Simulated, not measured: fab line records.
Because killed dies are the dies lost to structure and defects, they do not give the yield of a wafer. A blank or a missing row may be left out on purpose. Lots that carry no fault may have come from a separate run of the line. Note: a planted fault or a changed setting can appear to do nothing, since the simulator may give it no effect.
fab line records || flow sky130
record: {"lots": 4, "wafers": 12, "last_day": 49}
route steps=708 shown VIA1@474 METAL2@483 VIA2@507 PAD_OPEN@708
lots with no fault: from the same line, run without faults
start_h: hours from the record's first day to the start of the lot's first wafer shown || wait_h: hours since the lot's step before || " identical to the entry in the row above || L1.1+2: a row that stands for several wafers || - no value present, or no start provided || * or withheld: withheld || < > ~ a bound
route shown NAME@n: NAME is a module with steps in the file, n the number in the route of the first one || usual: mean/standard deviation of fault-free wafers || same: alike in all rows || chamber/n: place in a boat || sites: per-site readings || _std_site: standard deviation of those values || _edge_site: inner sites' mean taken away from outer sites' mean || radius_mm: for every site, how far away it sits from the centre of the wafer || mask NAME#n: copy n || behind: tool/chamber where the wafer was last shaped || hold: cause of the lot's hold/its duration in hours/its outcome || device: whichever transistor did not switch (one of n, p or np) || end of line: at the end of the route, the tests of the same wafers || a step with no rows: only its recipe || killed: dies lost to structure and defects at the first sort, not the wafer's yield || map: the dies of a wafer, with x for killed, . for not killed, _ for no die there
set.NAME: the setting that was run; set.NAME@STEP: the one run at that earlier step || model.NAME: the simulator's own value behind a step, which no gauge read
lots seen at some steps along the route; tables by step, rows by wafer
services: when a tool's chamber went out of use (start_h, in hours from the record's first day, below 0 if earlier), for how many hours, and the reason
== steps ==
step: SKY_VIA1_STRIP_16
recipe: {"chemistry": "O2/N2", "power_w": 1400, "pressure_mtorr": 1500, "platen_temp_c": "withheld", "o2_flow_sccm": 3000, "n2_flow_sccm": 300, "overash_fraction": 0.5}
step: SKY_VIA1_STRIP_17
recipe: {"chemistry": "post_etch_residue_remover", "time_s": 1200, "temp_c": 72.5}
step: SKY_VIA1_CLEAN_18
recipe: {"chemistry": "IPA", "time_s": 180, "temp_c": 25}
step: SKY_VIA1_CLEAN_19
recipe: {"chemistry": "O3/DIW", "dry": "n2_spin"}
step: SKY_VIA1_SPUTTER_20
recipe: {"material": "TiN", "target_thk_nm": 20, "chamber_pressure_pa": 5, "power_w": 4000, "time_s": 80}
step: SKY_VIA1_CVD_21
recipe: {"material": "W", "target_thk_nm": 270, "time_s": 80.902, "temp_c": 400, "pressure_torr": 40}
step: SKY_VIA1_CMP_24
recipe: {"stop_on": "SiO2", "t_overpolish_s": 15, "down_force_psi": 3.5, "platen_rpm": 60, "target_thk_nm": 0, "pad_velocity_m_s": 0.94248}
step: SKY_METAL2_SPUTTER_00
recipe: {"material": "Ti", "target_thk_nm": 15, "power_w": 3000, "time_s": 10, "chamber_pressure_pa": 0.4}
step: SKY_METAL2_SPUTTER_01
recipe: {"material": "TiN", "target_thk_nm": 20, "power_w": 6500, "time_s": 16.7, "chamber_pressure_pa": 0.4}
step: SKY_METAL2_SPUTTER_02
recipe: {"material": "AlCu", "target_thk_nm": 250, "power_w": 10600, "time_s": 13.3, "chamber_pressure_pa": 0.4}
step: SKY_METAL2_SPUTTER_03
recipe: {"material": "Ti", "target_thk_nm": 5, "power_w": 3000, "time_s": 3.3, "chamber_pressure_pa": 0.4}
usual: {"chamber_pressure_pa": "0.4000/0.00075", "throttle_valve_pct": "30.5/0.73"}
{"lot.wafer": "L515.3", "tool": "pvd_sputter-03", "chamber": "-", "start_h": 867.15, "wait_h": 0.0, "chamber_pressure_pa": 0.3994, "throttle_valve_pct": 30.8}
{"lot.wafer": "L515.4", "tool": "pvd_sputter-03", "chamber": "-", "start_h": 867.15, "wait_h": 0.0, "chamber_pressure_pa": 0.4003, "throttle_valve_pct": 29.8}
{"lot.wafer": "L515.5", "tool": "pvd_sputter-03", "chamber": "-", "start_h": 867.15, "wait_h": 0.0, "chamber_pressure_pa": 0.4004, "throttle_valve_pct": 29.9}
{"lot.wafer": "L516.1", "tool": "pvd_sputter-03", "chamber": "-", "start_h": 870.89, "wait_h": 0.0, "chamber_pressure_pa": 0.3991, "throttle_valve_pct": 29.7}
{"lot.wafer": "L516.2", "tool": "pvd_sputter-03", "chamber": "-", "start_h": 870.89, "wait_h": 0.0, "chamber_pressure_pa": 0.3993, "throttle_valve_pct": 30.5}
{"lot.wafer": "L516.3", "tool": "pvd_sputter-03", "chamber": "-", "start_h": 870.89, "wait_h": 0.0, "chamber_pressure_pa": 0.4004, "throttle_valve_pct": 31.2}
{"lot.wafer": "L521.1", "tool": "pvd_sputter-01", "chamber": "-", "start_h": 903.16, "wait_h": 0.0, "chamber_pressure_pa": 0.3982, "throttle_valve_pct": 30.5}
{"lot.wafer": "L521.3", "tool": "pvd_sputter-01", "chamber": "-", "start_h": 903.16, "wait_h": 0.0, "chamber_pressure_pa": 0.4005, "throttle_valve_pct": 31.6}
{"lot.wafer": "L521.6", "tool": "pvd_sputter-01", "chamber": "-", "start_h": 903.16, "wait_h": 0.0, "chamber_pressure_pa": 0.4008, "throttle_valve_pct": 30.5}
{"lot.wafer": "L522.1", "tool": "pvd_sputter-03", "chamber": "-", "start_h": 931.50, "wait_h": 0.0, "chamber_pressure_pa": 0.3993, "throttle_valve_pct": 29.6}
{"lot.wafer": "L522.2", "tool": "pvd_sputter-03", "chamber": "-", "start_h": 931.50, "wait_h": 0.0, "chamber_pressure_pa": 0.4004, "throttle_valve_pct": 29.6}
{"lot.wafer": "L522.5", "tool": "pvd_sputter-03", "chamber": "-", "start_h": 931.50, "wait_h": 0.0, "chamber_pressure_pa": 0.3999, "throttle_valve_pct": 30.8}
step: SKY_METAL2_SPUTTER_04
recipe: {"material": "TiN", "target_thk_nm": 70, "power_w": 6500, "time_s": 58.3, "chamber_pressure_pa": 0.4}
step: SKY_METAL2_DEHYDRATE_07
recipe: {"temp_c": 200, "time_s": 60}
step: SKY_METAL2_HMDS_08
recipe: {"prime_time_s": 60, "prime_temp_c": 120}
step: SKY_METAL2_COAT_09
recipe: {"resist": "BARC", "temp_c": "withheld", "time_s": "withheld", "spin_rpm": 3000, "resist_thk_nm": 60}
step: SKY_METAL2_COAT_10
recipe: {"resist": "KrF-thick", "spin_rpm": 2935, "resist_thk_nm": 450}
step: SKY_METAL2_SOFTBAKE_11
recipe: {"temp_c": 100, "time_s": 90, "resist": "KrF-thick"}
step: SKY_METAL2_EXPOSE_12
recipe: {"mask_id": "MM2", "na": 0.8, "source_shape": "annular", "sigma_inner": 0.55, "sigma_outer": 0.85, "target_cd_nm": 140, "dose_mj": 28}
step: SKY_METAL2_PEB_13
recipe: {"peb_temp_c": "withheld", "peb_time_s": "withheld", "resist": "KrF-thick"}
step: SKY_METAL2_DEVELOP_14
recipe: {"develop_time_s": 60, "resist": "KrF-thick", "dev_temp_c": 21}
step: SKY_METAL2_DESCUM_17
recipe: {"chemistry": "O2", "source_power_w": 150, "bias_power_w": 0, "pressure_mtorr": 10, "temp_c": 40, "time_s": 8}
step: SKY_METAL2_ETCH_18
recipe: {"chemistry": "N2/H2", "target": "BARC", "ion_energy_ev": 200, "bias_w": 100, "pressure_mtorr": 30, "n2_flow_sccm": 100, "h2_flow_sccm": 200, "icp_w": 500, "stop_on": "SiO2", "time_s": 45.9, "target_depth_a": 600}
step: SKY_METAL2_METAL_ETCH_19
recipe: {"target_depth_a": 3600, "stop_on": "SiO2", "over_etch_frac": 0.3, "time_s": 78, "chemistry": "Cl2/BCl3", "resist_sidewall_deg": 88, "pressure_mtorr": 10, "icp_w": 900, "bias_w": 48.5, "Cl2_flow_sccm": 60, "bcl3_flow_sccm": 30}
step: SKY_METAL2_STRIP_20
recipe: {"chemistry": "O2/N2", "power_w": 1400, "pressure_mtorr": 1500, "platen_temp_c": "withheld", "o2_flow_sccm": 3000, "n2_flow_sccm": 300, "overash_fraction": 0.5}
step: SKY_METAL2_STRIP_21
recipe: {"chemistry": "post_etch_residue_remover", "time_s": 1200, "temp_c": 72.5}
step: SKY_METAL2_CLEAN_22
recipe: {"chemistry": "IPA", "time_s": 180, "temp_c": 25}
step: SKY_METAL2_CLEAN_23
recipe: {"chemistry": "O3/DIW", "dry": "n2_spin"}
step: SKY_VIA2_HDPCVD_00
recipe: {"material": "SiO2", "target_thk_nm": 1180, "sigma_open_frac": 0.3, "time_s": 196.7, "temp_c": 400, "sih4_flow_sccm": 60, "pressure_mtorr": 6}
step: SKY_VIA2_CMP_02
recipe: {"material": "SiO2", "down_force_psi": 4, "platen_rpm": 60, "pad_velocity_m_s": 0.94248}
step: SKY_VIA2_DEHYDRATE_04
recipe: {"temp_c": 200, "time_s": 60}
step: SKY_VIA2_HMDS_05
recipe: {"prime_time_s": 60, "prime_temp_c": 120}
step: SKY_VIA2_COAT_06
recipe: {"resist": "BARC", "temp_c": "withheld", "time_s": "withheld", "spin_rpm": 3000, "resist_thk_nm": 60}
step: SKY_VIA2_COAT_07
recipe: {"resist": "KrF-thick", "spin_rpm": 3000, "resist_thk_nm": 450}
step: SKY_VIA2_SOFTBAKE_08
recipe: {"temp_c": 100, "time_s": 90, "resist": "KrF-thick"}
step: SKY_PAD_OPEN_PROBE_99
usual: {"defect_limited_yield": "82.6/1.9", "killed_at_M0_to_M3": "43/7.1", "killed_at_M4_up": "3.0/1.6", "killed_at_contacts": "24/5.3", "killed_at_front_end": "16/4.1", "killed_at_other": "0.5/0.82", "killed_dies": "86/9.4", "killed_open": "46/6.9", "killed_short": "39/6.5", "sort_bin_3_pad_short": "0.9/0.45", "sort_bin_5_function": "10.3/1.5", "sort_bin_6_memory": "6.2/1.1", "sort_n_pass": "406/9.4", "sort_yield_pct": "82.6/1.9"}
same: {"gross_dies": 492, "killed_at_back_side": 0, "sort_bin_4_leakage[%]": 0, "sort_bin_8_speed[%]": 0}
{"lot.wafer": "L515.3", "tool": "prober-01", "chamber": "-", "start_h": 1132.48, "wait_h": 0.2, "defect_limited_yield[%]": 75.8, "killed_at_M0_to_M3": 82, "killed_at_M4_up": 4, "killed_at_contacts": 15, "killed_at_front_end": 18, "killed_at_other": 0, "killed_dies": 119, "killed_open": 50, "killed_short": 36, "sort_bin_3_pad_short[%]": 2.0, "sort_bin_5_function[%]": 15.9, "sort_bin_6_memory[%]": 6.3, "sort_n_pass": 373, "sort_yield_pct[%]": 75.8, "model.etest.tester.sort_n_pass": 373, "model.etest.tester.sort_yield_pct": 75.81, "model.etest.tester.sort_bin_5_pct": 15.85, "model.etest.tester.sort_bin_3_pct": 2.033}
{"lot.wafer": "L515.4", "tool": "prober-01", "chamber": "-", "start_h": 1132.53, "wait_h": 0.2, "defect_limited_yield[%]": 82.9, "killed_at_M0_to_M3": 47, "killed_at_M4_up": 2, "killed_at_contacts": 20, "killed_at_front_end": 14, "killed_at_other": 1, "killed_dies": 84, "killed_open": 44, "killed_short": 39, "sort_bin_3_pad_short[%]": 0.6, "sort_bin_5_function[%]": 10.0, "sort_bin_6_memory[%]": 6.5, "sort_n_pass": 408, "sort_yield_pct[%]": 82.9, "model.etest.tester.sort_n_pass": 408, "model.etest.tester.sort_yield_pct": 82.93, "model.etest.tester.sort_bin_5_pct": 9.959, "model.etest.tester.sort_bin_3_pct": 0.6098}
{"lot.wafer": "L515.5", "tool": "prober-01", "chamber": "-", "start_h": 1132.58, "wait_h": 0.2, "defect_limited_yield[%]": 82.7, "killed_at_M0_to_M3": 40, "killed_at_M4_up": 1, "killed_at_contacts": 24, "killed_at_front_end": 20, "killed_at_other": 0, "killed_dies": 85, "killed_open": 45, "killed_short": 40, "sort_bin_3_pad_short[%]": 1.4, "sort_bin_5_function[%]": 9.6, "sort_bin_6_memory[%]": 6.3, "sort_n_pass": 407, "sort_yield_pct[%]": 82.7, "model.etest.tester.sort_n_pass": 407, "model.etest.tester.sort_yield_pct": 82.72, "model.etest.tester.sort_bin_5_pct": 9.553, "model.etest.tester.sort_bin_3_pct": 1.423}
{"lot.wafer": "L516.3", "tool": "prober-02", "chamber": "-", "start_h": 1139.06, "wait_h": 0.2, "defect_limited_yield[%]": 80.3, "killed_at_M0_to_M3": 68, "killed_at_M4_up": 1, "killed_at_contacts": 17, "killed_at_front_end": 10, "killed_at_other": 1, "killed_dies": 97, "killed_open": 36, "killed_short": 31, "sort_bin_3_pad_short[%]": 1.2, "sort_bin_5_function[%]": 12.8, "sort_bin_6_memory[%]": 5.7, "sort_n_pass": 395, "sort_yield_pct[%]": 80.3, "model.etest.tester.sort_n_pass": 395, "model.etest.tester.sort_yield_pct": 80.28, "model.etest.tester.sort_bin_5_pct": 12.8, "model.etest.tester.sort_bin_3_pct": 1.22}
{"lot.wafer": "L521.1", "tool": "prober-02", "chamber": "-", "start_h": 1160.03, "wait_h": 0.1, "defect_limited_yield[%]": 81.9, "killed_at_M0_to_M3": 40, "killed_at_M4_up": 2, "killed_at_contacts": 26, "killed_at_front_end": 20, "killed_at_other": 1, "killed_dies": 89, "killed_open": 48, "killed_short": 41, "sort_bin_3_pad_short[%]": 1.2, "sort_bin_5_function[%]": 11.0, "sort_bin_6_memory[%]": 5.9, "sort_n_pass": 403, "sort_yield_pct[%]": 81.9, "model.etest.tester.sort_n_pass": 403, "model.etest.tester.sort_yield_pct": 81.91, "model.etest.tester.sort_bin_5_pct": 10.98, "model.etest.tester.sort_bin_3_pct": 1.22}
{"lot.wafer": "L521.3", "tool": "prober-02", "chamber": "-", "start_h": 1160.13, "wait_h": 0.2, "defect_limited_yield[%]": 84.8, "killed_at_M0_to_M3": 40, "killed_at_M4_up": 1, "killed_at_contacts": 23, "killed_at_front_end": 11, "killed_at_other": 0, "killed_dies": 75, "killed_open": 46, "killed_short": 29, "sort_bin_3_pad_short[%]": 0.6, "sort_bin_5_function[%]": 7.7, "sort_bin_6_memory[%]": 6.9, "sort_n_pass": 417, "sort_yield_pct[%]": 84.8, "model.etest.tester.sort_n_pass": 417, "model.etest.tester.sort_yield_pct": 84.76, "model.etest.tester.sort_bin_5_pct": 7.724, "model.etest.tester.sort_bin_3_pct": 0.6098}
{"lot.wafer": "L521.6", "tool": "prober-02", "chamber": "-", "start_h": 1160.28, "wait_h": 0.2, "defect_limited_yield[%]": 82.1, "killed_at_M0_to_M3": 50, "killed_at_M4_up": 5, "killed_at_contacts": 21, "killed_at_front_end": 12, "killed_at_other": 0, "killed_dies": 88, "killed_open": 38, "killed_short": 50, "sort_bin_3_pad_short[%]": 0.4, "sort_bin_5_function[%]": 11.4, "sort_bin_6_memory[%]": 6.1, "sort_n_pass": 404, "sort_yield_pct[%]": 82.1, "model.etest.tester.sort_n_pass": 404, "model.etest.tester.sort_yield_pct": 82.11, "model.etest.tester.sort_bin_5_pct": 11.38, "model.etest.tester.sort_bin_3_pct": 0.4065}
{"lot.wafer": "L522.1", "tool": "prober-01", "chamber": "-", "start_h": 1180.72, "wait_h": 0.1, "defect_limited_yield[%]": 80.9, "killed_at_M0_to_M3": 42, "killed_at_M4_up": 3, "killed_at_contacts": 26, "killed_at_front_end": 22, "killed_at_other": 1, "killed_dies": 94, "killed_open": 56, "killed_short": 35, "sort_bin_3_pad_short[%]": 1.4, "sort_bin_5_function[%]": 12.2, "sort_bin_6_memory[%]": 5.5, "sort_n_pass": 398, "sort_yield_pct[%]": 80.9, "model.etest.tester.sort_n_pass": 398, "model.etest.tester.sort_yield_pct": 80.89, "model.etest.tester.sort_bin_5_pct": 12.2, "model.etest.tester.sort_bin_3_pct": 1.423}
{"lot.wafer": "L522.2", "tool": "prober-01", "chamber": "-", "start_h": 1180.77, "wait_h": 0.1, "defect_limited_yield[%]": 84.1, "killed_at_M0_to_M3": 48, "killed_at_M4_up": 2, "killed_at_contacts": 19, "killed_at_front_end": 9, "killed_at_other": 0, "killed_dies": 78, "killed_open": 51, "killed_short": 25, "sort_bin_3_pad_short[%]": 0.8, "sort_bin_5_function[%]": 10.8, "sort_bin_6_memory[%]": 4.3, "sort_n_pass": 414, "sort_yield_pct[%]": 84.1, "model.etest.tester.sort_n_pass": 414, "model.etest.tester.sort_yield_pct": 84.15, "model.etest.tester.sort_bin_5_pct": 10.77, "model.etest.tester.sort_bin_3_pct": 0.813}
{"lot.wafer": "L522.5", "tool": "prober-01", "chamber": "-", "start_h": 1180.92, "wait_h": 0.2, "defect_limited_yield[%]": 83.1, "killed_at_M0_to_M3": 43, "killed_at_M4_up": 0, "killed_at_contacts": 26, "killed_at_front_end": 14, "killed_at_other": 0, "killed_dies": 83, "killed_open": 47, "killed_short": 35, "sort_bin_3_pad_short[%]": 0.4, "sort_bin_5_function[%]": 12.0, "sort_bin_6_memory[%]": 4.5, "sort_n_pass": 409, "sort_yield_pct[%]": 83.1, "model.etest.tester.sort_n_pass": 409, "model.etest.tester.sort_yield_pct": 83.13, "model.etest.tester.sort_bin_5_pct": 11.99, "model.etest.tester.sort_bin_3_pct": 0.4065}
killed by level:class
L515.3 METAL2:unspecified=33 VIA1:geometric_particle:open=11 CONTACT:geometric_particle:open=10 VIA2:geometric_particle:open=9 VIA3:geometric_particle:open=6 VIA1:geometric_particle:short=5 METAL2:geometric_particle:short=5 METAL1:geometric_particle:short=4
L515.4 VIA1:geometric_particle:open=12 VIA2:geometric_particle:open=10 CONTACT:geometric_particle:open=9 METAL2:geometric_particle:short=7 FIELD_ISO:geometric_particle:short=5 CONTACT:geometric_particle:short=5 METAL1:geometric_particle:short=4 VIA1:geometric_particle:short=4
L515.5 CONTACT:geometric_particle:open=9 VIA1:geometric_particle:open=9 LOCAL_INTERCONNECT:geometric_particle:short=7 POLY_GATE:geometric_particle:short=6 VIA1:geometric_particle:short=6 VIA3:geometric_particle:open=6 POLY_GATE:geometric_particle:open=4 METAL1:geometric_particle:short=4
L516.3 METAL2:unspecified=30 VIA3:geometric_particle:open=10 LI_CONTACT:geometric_particle:open=5 LOCAL_INTERCONNECT:geometric_particle:short=5 METAL2:geometric_particle:short=5 POLY_GATE:geometric_particle:open=4 METAL1:geometric_particle:short=4 VIA2:geometric_particle:open=4
L521.1 CONTACT:geometric_particle:open=10 VIA1:geometric_particle:open=9 LI_CONTACT:geometric_particle:open=8 VIA1:geometric_particle:short=6 CONTACT:geometric_particle:short=5 FIELD_ISO:geometric_particle:open=4 FIELD_ISO:geometric_particle:short=4 SONOS_ONO:geometric_particle:short=4
L521.3 VIA1:geometric_particle:open=10 VIA2:geometric_particle:open=10 CONTACT:geometric_particle:open=8 LI_CONTACT:geometric_particle:open=7 POLY_GATE:geometric_particle:short=4 CONTACT:geometric_particle:short=4 METAL1:geometric_particle:short=4 VIA2:geometric_particle:short=4
L521.6 METAL2:geometric_particle:short=10 VIA1:geometric_particle:short=8 VIA1:geometric_particle:open=8 VIA2:geometric_particle:open=7 CONTACT:geometric_particle:open=6 METAL4:geometric_particle:short=5 CONTACT:geometric_particle:short=5 VIA3:geometric_particle:open=5
L522.1 CONTACT:geometric_particle:open=11 VIA3:geometric_particle:open=7 FIELD_ISO:geometric_particle:open=6 LI_CONTACT:geometric_particle:open=6 METAL2:geometric_particle:short=6 VIA2:geometric_particle:open=6 POLY_GATE:geometric_particle:open=5 VIA1:geometric_particle:open=5
L522.2 VIA3:geometric_particle:open=12 VIA1:geometric_particle:open=9 CONTACT:geometric_particle:open=8 VIA2:geometric_particle:open=8 LI_CONTACT:geometric_particle:open=6 METAL2:geometric_particle:short=5 VIA1:geometric_particle:short=4 POLY_GATE:geometric_particle:short=3
L522.5 VIA3:geometric_particle:open=11 VIA2:geometric_particle:open=9 LI_CONTACT:geometric_particle:short=8 CONTACT:geometric_particle:open=8 LI_CONTACT:geometric_particle:open=5 VIA1:geometric_particle:open=5 METAL2:geometric_particle:short=5 FIELD_ISO:geometric_particle:short=4
map L515.3 (x killed, . not)
__________xxxxxxx..._________
________xxxxxxxxxxx..._______
______xxxxxxxxxx.......x_____
_____..x.x.x.xx...xx.....____
____....x..x.x.........x..___
___..x.x......x......x..x..__
__x..x...xx..xx........x...._
_.....xx..............xx.....
_......x........x..x.xx.x.x..
_.......xx.....x.........x.x.
_.........x...x.....x......x.
_...........x.........x..x...
_x.........x.......x.xx..x..x
_.......x....x.........x.....
_..x.....xx..................
__x...x...x.xxxxxxx........._
___...x....x.x......xx.....__
____............xx..xx....___
_____.x..x........x......____
______..x...x....xxx..x._____
________.x.........x.._______
__________.......x.._________
map L516.3 (x killed, . not)
__________xxxxxxx..._________
________xxxxxxxxx....x_______
______..xxxxxxx.x..x...._____
_____...xxxxxxx..x.......____
____.xx.xx................___
___........x.x....x........__
__......x..x...........x...._
_x......x....x....x..........
_........xx........xx.x......
_.............x..x...x......x
_.xx......x.......x.xx.......
_x...........................
_.x.x.....x....x.....x.......
_..........x....x............
_........x.....xx........x...
__.x.....................x.._
___........x....x........x.__
____x..x.....x......xx...x___
_____........xx.....x..x.____
______....x.x.x........._____
________.......x.x...x_______
__________......x..._________
== services ==
{"tool": "pvd_sputter-03", "chamber": "-", "start_h": 889.81, "hours": 9.0, "kind": "repair"}
== key ==
first_sign: {"step": "SKY_PAD_OPEN_PROBE_99", "reading": "killed_at_M0_to_M3", "direction": "up", "sigmas": 4.6, "usual": 43, "struck": 75}
effect: {"step": "SKY_PAD_OPEN_PROBE_99", "reading": "sort_bin_5_function", "direction": "up", "sigmas": 2.8, "usual": 10.3, "struck": 14.3}
model_effect: {"step": "SKY_PAD_OPEN_PROBE_99", "value": "etest.tester.sort_n_pass", "without": 411, "struck": 384}
met_at SKY_METAL2_SPUTTER_03
struck_wafers L515.3,L516.3
fault: {"kind": "chamber_particle_source", "tool": "pvd_sputter-03", "chamber": "-", "onset_h": 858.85, "steps": "SKY_METAL2_SPUTTER_03", "rate_per_visit_cm2": 0.82521, "end_h": 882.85, "scope": "struck_wafers_only"}
